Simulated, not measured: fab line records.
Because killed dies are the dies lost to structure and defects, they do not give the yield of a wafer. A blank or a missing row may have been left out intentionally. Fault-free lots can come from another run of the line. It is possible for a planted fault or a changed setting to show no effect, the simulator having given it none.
fab line records -- flow sfqLine
[record] lots = 14, wafers = 40, lastDay = 81
route steps=325 shown L0@12 I3@143 I4@163 I6@276
lots with no fault: from the same line, run without faults
startH: hours from the record's opening day to when the first of the lot's shown wafers began -- waitH: how many hours have passed since the lot's step before this one -- " as in the row above -- L1.1+2: a row that stands for several wafers -- - no value present, or no start provided -- * or withheld: withheld -- < > ~ a bound
route shown NAME@n: NAME is a module with steps in the file, n the number in the route of the first one -- usual: mean and standard deviation over wafers with no fault -- same: alike in all rows -- chamber/n: place in a boat -- sites: readings site by site -- _std_site: how widely they spread, as a standard deviation -- _edge_site: the outer-site mean with the inner-site mean subtracted -- radiusMm: how far each site lies from the wafer's centre -- mask NAME#n: copy n -- behind: the most recent tool/chamber to have shaped the wafer -- hold: why the lot was held/for how many hours/how that ended -- device: the transistor (n, p or np) that didn't switch -- end of line: the route-end tests of the same wafers -- a step without rows: its recipe alone -- killed: not the wafer's yield, but the dies lost to structure and defects at the first sort -- map: shows each die of a wafer: x if killed, . if not, _ if none is there
set.NAME: the setting that was run; set.NAME@STEP: the one run at that earlier step -- model.NAME: the simulator's own value behind a step, which no gauge read
a sample of lots followed through the steps of the route, with each step as a table and each wafer as a row
services: the hour from which a tool's chamber was out of use, counted from the record's first day as startH (under 0 if before that day), plus the number of hours and why
[[steps]]
[step SFQ_TRILAYER_L0_BARC_OPEN_METAL_ETCH_010]
[recipe] maskMaterial = PR, chemistry = O2, targetDepthNm = 125, target = BARC, icpW = 600, biasW = 80, pressureMtorr = 10, timeS = 41.7
[usual] drypumpMotorCurrentA = 5.9/0.37, oesProductAu = 0.685/0.0044, runLengthS = 70.0/0.34
lot.wafer,tool,chamber,startH,waitH,drypumpMotorCurrentA,oesProductAu,rfHoursCounterH,runLengthS
L681.2,rieMetal-03,0,34.38,0.1,5.5,0.686,19,69.8
L681.4,rieMetal-03,0,34.38,0.1,5.5,0.685,-,70.0
L681.6,rieMetal-03,1,34.38,0.1,6.3,0.676,-,69.6
L682.3,rieMetal-02,0,36.80,0.1,6.5,0.684,-,70.4
L682.4,rieMetal-02,1,36.80,0.1,5.2,0.682,-,69.8
L682.5,rieMetal-02,1,36.80,0.1,5.2,0.679,-,70.0
L683.3,rieMetal-01,1,78.83,0.1,5.7,0.685,-,70.0
L683.4,rieMetal-01,0,78.83,0.1,5.7,0.682,-,69.5
L683.5,rieMetal-01,1,78.83,0.1,5.7,0.690,-,69.8
L684.1,rieMetal-01,1,87.96,0.1,5.7,0.683,51,70.3
L684.5,rieMetal-01,1,87.96,0.1,5.7,0.684,-,69.9
L684.6,rieMetal-01,0,87.96,0.1,5.8,0.683,-,69.7
L685.2,rieMetal-02,0,101.50,0.1,6.5,0.679,136,70.6
L685.3,rieMetal-02,1,101.50,0.1,5.2,0.689,-,70.0
L685.5,rieMetal-02,0,101.50,0.1,6.5,0.684,-,70.4
L686.4,rieMetal-02,0,107.56,0.1,6.5,0.680,-,70.5
L686.5,rieMetal-02,0,107.56,0.1,6.5,0.686,-,70.3
L686.6,rieMetal-02,0,107.56,0.1,6.5,0.680,-,70.8
L687.3,rieMetal-02,0,112.34,0.1,6.5,0.681,-,70.4
L687.4,rieMetal-02,0,112.34,0.1,6.5,0.675,-,70.4
L687.5,rieMetal-02,0,112.34,0.1,6.5,0.685,-,70.4
L688.1,rieMetal-01,0,118.30,0.1,5.8,0.690,22,69.4
L688.3,rieMetal-01,0,118.30,0.1,5.8,0.685,-,69.7
L688.6,rieMetal-01,1,118.30,0.1,5.7,0.686,-,70.1
L689.1,rieMetal-01,1,124.30,0.1,5.8,0.690,58,70.0
L689.2,rieMetal-01,0,124.30,0.1,5.8,0.686,23,69.7
L689.4,rieMetal-01,1,124.30,0.1,5.7,0.677,-,70.8
L697.2,rieMetal-01,1,180.93,0.1,5.7,0.785,68,62.5
L697.5,rieMetal-01,1,180.93,0.1,5.7,0.686,-,70.5
L698.1,rieMetal-01,0,188.13,0.1,5.7,0.801,35,62.6
L698.5,rieMetal-01,1,188.13,0.1,5.7,0.684,-,70.2
L699.1,rieMetal-03,0,191.73,0.1,5.5,0.682,47,70.0
L699.3,rieMetal-03,1,191.73,0.1,6.3,0.676,-,70.0
L699.5,rieMetal-03,1,191.73,0.1,6.3,0.682,-,70.2
L700.2,rieMetal-02,1,195.33,0.1,5.2,0.682,11,70.0
L700.3,rieMetal-02,0,195.33,0.1,6.5,0.683,-,70.2
L700.5,rieMetal-02,1,195.33,0.1,5.2,0.693,-,69.8
L704.2,rieMetal-02,1,222.93,0.1,5.2,0.688,15,69.6
L704.4,rieMetal-02,1,222.93,0.1,5.2,0.688,-,70.1
L704.5,rieMetal-02,1,222.93,0.1,5.2,0.687,-,69.5
[step SFQ_I3_OVL_MEAS_923]
[usual] I3_OVL = 2/6.4
lot.wafer,tool,chamber,startH,waitH,I3_OVL[nm]
L681.2,overlay-01,-,849.05,0.1,13
L681.4,overlay-01,-,849.05,0.1,13
L681.6,overlay-01,-,849.05,0.1,18
L682.3,overlay-01,-,852.66,0.1,10
L682.4,overlay-01,-,852.66,0.1,4
L682.5,overlay-01,-,852.66,0.1,8
L683.3,overlay-01,-,856.26,0.1,8
L683.4,overlay-01,-,856.26,0.1,5
L683.5,overlay-01,-,856.26,0.1,9
L684.1,overlay-01,-,869.45,0.1,7
L684.5,overlay-01,-,869.45,0.1,5
L684.6,overlay-01,-,869.45,0.1,-1
L685.2,overlay-01,-,876.65,0.1,14
L685.3,overlay-01,-,876.65,0.1,10
L685.5,overlay-01,-,876.65,0.1,9
L686.4,overlay-02,-,892.27,0.1,8
L686.5,overlay-02,-,892.27,0.1,13
L686.6,overlay-02,-,892.27,0.1,9
L687.3,overlay-02,-,897.06,0.1,-3
L687.4,overlay-02,-,897.06,0.1,-4
L687.5,overlay-02,-,897.06,0.1,-6
L688.1,overlay-01,-,899.18,0.1,-4
L688.3,overlay-01,-,899.18,0.1,2
L688.6,overlay-01,-,899.18,0.1,-5
L689.1,overlay-01,-,900.38,0.1,3
L689.2,overlay-01,-,900.38,0.1,0
L689.4,overlay-01,-,900.38,0.1,3
L697.2,overlay-02,-,1060.46,0.1,10
L697.5,overlay-02,-,1060.46,0.1,16
L698.1,overlay-02,-,1061.65,0.1,5
L698.5,overlay-02,-,1061.65,0.1,6
L699.1,overlay-02,-,1064.05,0.1,2
L699.3,overlay-02,-,1064.05,0.1,4
L699.5,overlay-02,-,1064.05,0.1,3
L700.2,overlay-02,-,1065.26,0.1,7
L700.3,overlay-02,-,1065.26,0.1,-1
L700.5,overlay-02,-,1065.26,0.1,6
L704.2,overlay-01,-,1179.14,0.3,1
L704.4,overlay-01,-,1179.14,0.3,0
L704.5,overlay-01,-,1179.14,0.3,-2
[step SFQ_TRILAYER_I4_DEP_PECVD_099]
[recipe] material = SiO2, tempC = 150, timeS = 111.11, pressureTorr = 2.4, rfW = 183.3, precursor = SiH4/N2O, targetThkNm = 500
[usual] heaterPowerW = 82/8.7, throttleValvePct = 24.7/1.1
lot.wafer,tool,chamber,startH,waitH,heaterPowerW,throttleValvePct
L681.2,pecvd-04,0,855.35,0.0,95,23.5
L681.4,pecvd-04,0,855.35,0.0,96,23.5
L681.6,pecvd-04,1,855.35,0.0,77,25.3
L682.3,pecvd-02,0,857.16,0.0,88,26.3
L682.4,pecvd-02,0,857.16,0.0,70,26.1
L682.5,pecvd-02,2,857.16,0.0,73,25.1
L683.3,pecvd-01,2,861.96,0.0,86,26.0
L683.4,pecvd-01,0,861.96,0.0,78,24.3
L683.5,pecvd-01,1,861.96,0.0,89,24.0
L684.1,pecvd-04,0,876.17,0.0,85,23.4
L684.5,pecvd-04,0,876.17,0.0,87,23.7
L684.6,pecvd-04,2,876.17,0.0,85,23.7
L685.2,pecvd-02,2,886.97,0.0,64,24.7
L685.3,pecvd-02,0,886.97,0.0,73,26.5
L685.5,pecvd-02,2,886.97,0.0,66,25.0
L686.4,pecvd-01,2,911.56,0.0,90,25.9
L686.5,pecvd-01,1,911.56,0.0,92,24.2
L686.6,pecvd-01,0,911.56,0.0,69,24.4
L687.3,pecvd-01,0,919.92,0.0,82,24.5
L687.4,pecvd-01,0,919.92,0.0,84,24.5
L687.5,pecvd-01,2,919.92,0.0,78,26.0
L688.1,pecvd-04,1,922.32,0.0,78,25.4
L688.3,pecvd-04,2,922.32,0.0,82,23.8
L688.6,pecvd-04,0,922.32,0.0,91,23.5
L689.1,pecvd-02,2,1035.25,0.0,65,24.7
L689.2,pecvd-02,1,1035.25,0.0,94,23.0
L689.4,pecvd-02,1,1035.25,0.0,92,22.9
L697.2,pecvd-01,2,1171.52,0.0,76,26.7
L697.5,pecvd-01,1,1171.52,0.0,88,25.1
L698.1,pecvd-04,1,1172.72,0.0,72,25.3
L698.5,pecvd-04,2,1172.72,0.0,92,23.9
L699.1,pecvd-02,1,1173.92,0.0,92,23.3
L699.3,pecvd-02,2,1173.92,0.0,68,24.7
L699.5,pecvd-02,1,1173.92,0.0,92,23.3
L700.2,pecvd-01,2,1175.12,0.0,82,27.0
L700.3,pecvd-01,1,1175.12,0.0,86,25.2
L700.5,pecvd-01,1,1175.12,0.0,88,25.2
L704.2,pecvd-01,1,1295.30,0.0,76,25.0
L704.4,pecvd-01,1,1295.30,0.0,80,25.3
L704.5,pecvd-01,2,1295.30,0.0,86,27.2
[step SFQ_I6_OVL_MEAS_942]
[usual] I6_OVL = 2/6.1
lot.wafer,tool,chamber,startH,waitH,I6_OVL[nm]
L681.2,overlay-01,-,1380.89,0.1,11
L681.4,overlay-01,-,1380.89,0.1,18
L681.6,overlay-01,-,1380.89,0.1,14
L682.3,overlay-01,-,1384.50,0.1,-1
L682.4,overlay-01,-,1384.50,0.1,-3
L682.5,overlay-01,-,1384.50,0.1,6
L683.3,overlay-01,-,1386.90,0.1,2
L683.4,overlay-01,-,1386.90,0.1,-1
L683.5,overlay-01,-,1386.90,0.1,6
L684.1,overlay-01,-,1392.89,0.1,9
L684.5,overlay-01,-,1392.89,0.1,15
L684.6,overlay-01,-,1392.89,0.1,3
L685.2,overlay-02,-,1485.70,0.1,5
L685.3,overlay-02,-,1485.70,0.1,7
L685.5,overlay-02,-,1485.70,0.1,6
L686.4,overlay-01,-,1490.52,0.1,1
L686.5,overlay-01,-,1490.52,0.1,0
L686.6,overlay-01,-,1490.52,0.1,0
L687.3,overlay-02,-,1501.31,0.1,0
L687.4,overlay-02,-,1501.31,0.1,-2
L687.5,overlay-02,-,1501.31,0.1,-1
L688.1,overlay-01,-,1506.10,0.1,-1
L688.3,overlay-01,-,1506.10,0.1,-2
L688.6,overlay-01,-,1506.10,0.1,-4
L689.1,overlay-01,-,1519.30,0.1,-5
L689.2,overlay-01,-,1519.30,0.1,-4
L689.4,overlay-01,-,1519.30,0.1,-1
L697.2,overlay-02,-,1741.98,0.1,0
L697.5,overlay-02,-,1741.98,0.1,2
L698.1,overlay-02,-,1743.65,0.1,-13
L698.5,overlay-02,-,1743.65,0.1,-10
L699.1,overlay-02,-,1746.05,0.1,7
L699.3,overlay-02,-,1746.05,0.1,12
L699.5,overlay-02,-,1746.05,0.1,12
L700.2,overlay-02,-,1750.76,0.1,4
L700.3,overlay-02,-,1750.76,0.1,-3
L700.5,overlay-02,-,1750.76,0.1,2
L704.2,overlay-01,-,1763.51,0.1,-2
L704.4,overlay-01,-,1763.51,0.1,-3
L704.5,overlay-01,-,1763.51,0.1,-3
[[services]]
tool,chamber,startH,hours,kind
pecvd-01,2,40.84,2.0,repair
pecvd-01,1,53.47,6.6,repair
pecvd-01,1,63.05,3.1,repair
pecvd-01,-,129.07,0.9,repair
pecvd-01,-,167.55,0.7,repair
pecvd-01,-,194.25,14.0,pm
rieMetal-02,-,332.15,1.3,repair
rieMetal-02,-,382.65,0.1,repair
rieMetal-02,0,435.59,19.1,repair
pecvd-01,2,443.06,22.6,repair
rieMetal-02,-,510.70,0.5,repair
rieMetal-02,-,524.55,2.8,pm
rieMetal-01,-,533.91,2.8,pm
rieMetal-01,-,572.83,2.1,repair
pecvd-01,-,644.93,3.1,repair
rieMetal-02,-,647.86,4.0,pm
rieMetal-01,-,652.68,4.0,pm
rieMetal-02,-,757.38,2.8,repair
pecvd-01,0,879.87,5.6,repair
pecvd-01,-,908.53,2.3,repair
pecvd-01,-,943.51,2.8,pm
pecvd-01,2,1114.35,4.7,repair
rieMetal-02,-,1248.71,1.4,pm
rieMetal-02,-,1272.87,14.6,pm
[[key]]
[firstSign] step = SFQ_TRILAYER_L0_BARC_OPEN_METAL_ETCH_010, reading = oesProductAu, direction = up, sigmas = 25, usual = 0.685, struck = 0.793
[effect] step = SFQ_TRILAYER_L0_BARC_OPEN_METAL_ETCH_010, reading = runLengthS, direction = down, sigmas = 22, usual = *, struck = *
metAt SFQ_TRILAYER_L0_BARC_OPEN_METAL_ETCH_010
struckLots L697,L698
struckWafers L697.2,L698.1
notActingAt SFQ_I3_OVL_MEAS_923,SFQ_TRILAYER_I4_DEP_PECVD_099,SFQ_I6_OVL_MEAS_942
onsetBetween 124.30 180.93
[fault] kind = processParameterDrift, tool = rieMetal-01, chamber = -, onsetH = 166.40, steps = SFQ_TRILAYER_L0_BARC_OPEN_METAL_ETCH_010, channel = timeS, offset = *, shape = step, endH = 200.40, scope = struckWafersOnly, actsIn = *, stated = *
